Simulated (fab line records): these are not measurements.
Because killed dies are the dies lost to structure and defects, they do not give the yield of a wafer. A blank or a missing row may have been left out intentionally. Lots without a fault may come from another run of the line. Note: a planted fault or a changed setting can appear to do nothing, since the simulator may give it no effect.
Problem report, 8D (eight disciplines) form, completed by code | flow gf180mcu | the parts of the form that need people (team, actions taken, sign-off) are left out

== 1. THE ISSUE ==
TOP_METAL_ALCU_RS at GF_TOP_METAL_RS_MEAS_05 reads a mean of 0.0396 ohm/sq on 2 wafers of 1 lot; wafers without a fault read 0.0326 ohm/sq with a standard deviation of 0.00033. Relative to the usual mean, that is a shift of +21 standard deviations.
The step: measures by four-point-probe.
Seen first at day 30 04:48 on film_metro-01, wafer L903.4. The record has a number at this step for 30 wafers belonging to 10 lots. The rule behind "out" and "out of limits": a value lying over 4 standard deviations away from the usual mean. The rest of the wafers with a number are treated as sound.

== 2. WHAT IT IS, WHAT IT ISN'T ==
question                    | is                | is not
which readings at this step | TOP_METAL_ALCU_RS | -
which lots                  | L903              | L894, L895, L896, L898, L899, L913, L915, L916, L917
which wafers of those lots  | L903.4, L903.6    | L903.3
read on which gauges        | film_metro-01     | film_metro-03, film_metro-04
when                        | from day 30 04:48 | up to then (16 sound wafers); but 12 sound wafers of L913, L915, L916, L917 came after

== 3. THE SUSPECTS, EACH WITH WHAT RULES IT OUT ==
Counting: if a tool at a process step up to the reading ran every lot that is out, it stays a suspect. Sound lots after the first of them don't rule it out here, since some wafers of a struck lot are sound.
- the gauge at GF_TOP_METAL_RS_MEAS_05 is ruled out. All the wafers that are out were read on film_metro-01, but those of them that GF_TOP_METAL_METAL_ETCH_16 has rows for are out there too, on other tools.
- cmp-01 at GF_V5_CMP_04 (polishes SiO2): kept. The lot that is out, L903, ran on it at day 29 08:14; the last sound lot it ran before that was L898, at day 27 16:43.
- pvd_sputter-01 at GF_V5_SPUTTER_22 (material TiN, target thk 10 nm, time 40 s): kept. The lot that is out, L903, ran on it at day 30 03:55; the last sound lot it ran before that was L895, at day 27 11:59.
- pvd_sputter-02 at GF_TOP_METAL_SPUTTER_02 (material AlCu, target thk 900 nm, time 47.82 s): kept. The lot that is out, L903, ran on it at day 30 04:40; the last sound lot it ran before that was L899, at day 28 22:29.
- Within cmp-01 at GF_V5_CMP_04: the wafers that are out ran in chambers 0, 1; their sound lot-mates ran in chamber 3.
Left after counting: cmp-01 at GF_V5_CMP_04, pvd_sputter-01 at GF_V5_SPUTTER_22, pvd_sputter-02 at GF_TOP_METAL_SPUTTER_02.

== 4. THE CAUSE (what the simulator had put in) ==
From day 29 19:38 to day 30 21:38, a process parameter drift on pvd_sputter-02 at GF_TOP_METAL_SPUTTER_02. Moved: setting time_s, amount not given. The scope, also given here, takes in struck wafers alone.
Counting leaves 3 suspects; this tool is one of them.

== 5. THE EFFECT CHAIN, in route order ==
Rows list readings where the struck wafers' mean (over those with a number) sits beyond 3 standard deviations from the usual. Only readings for which the record gives a usual standard deviation are gone through. hours: the time from each lot's start at the first step in this table that gives one to its start at this step, as a median over the lots. sigmas: the change in usual standard deviations.
hours | step                       | reading            | usual         | on struck wafers | change  | sigmas
0     | GF_TOP_METAL_RS_MEAS_05    | TOP_METAL_ALCU_RS  | 0.0326 ohm/sq | 0.0396           | +0.0070 | +21
0     | GF_TOP_METAL_THK_MEAS_06   | TOP_METAL_ALCU_THK | 898 nm        | 746              | -152    | -14
19    | GF_TOP_METAL_METAL_ETCH_16 | oes_product_au     | 0.967 a.u.    | 0.877            | -0.090  | -14
19    | GF_TOP_METAL_METAL_ETCH_16 | throttle_valve_pct | 28.255 %      | 28.344           | +0.089  | +8.9
Its process steps:
- GF_TOP_METAL_METAL_ETCH_16: etches the open film in Cl2/BCl3, stops on SiO2, target depth 1077.5 nm, time 179.6 s.
At these later measuring or inspecting steps, every struck wafer for which the step has a row has a number for every such reading, and none has moved that far: GF_PASSIVATION_THK_MEAS_01.

== 6. HOW IT WOULD HAVE BEEN CAUGHT EARLIER ==
Counted from the fault's start at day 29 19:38, it took 9 hours until the first out-of-limits reading at a measuring or inspecting step in this record, taken at day 30 04:48.
An alarm limit of 4 standard deviations would not have fired on the tool readings at GF_TOP_METAL_SPUTTER_02 for which the record gives a usual standard deviation, since none of them was out on any struck wafer.
By day 30 04:48 the whole set of lots that are out, 1 in number, had already begun GF_TOP_METAL_SPUTTER_02 on pvd_sputter-02. Tool hold at that time: it would have spared none of them.
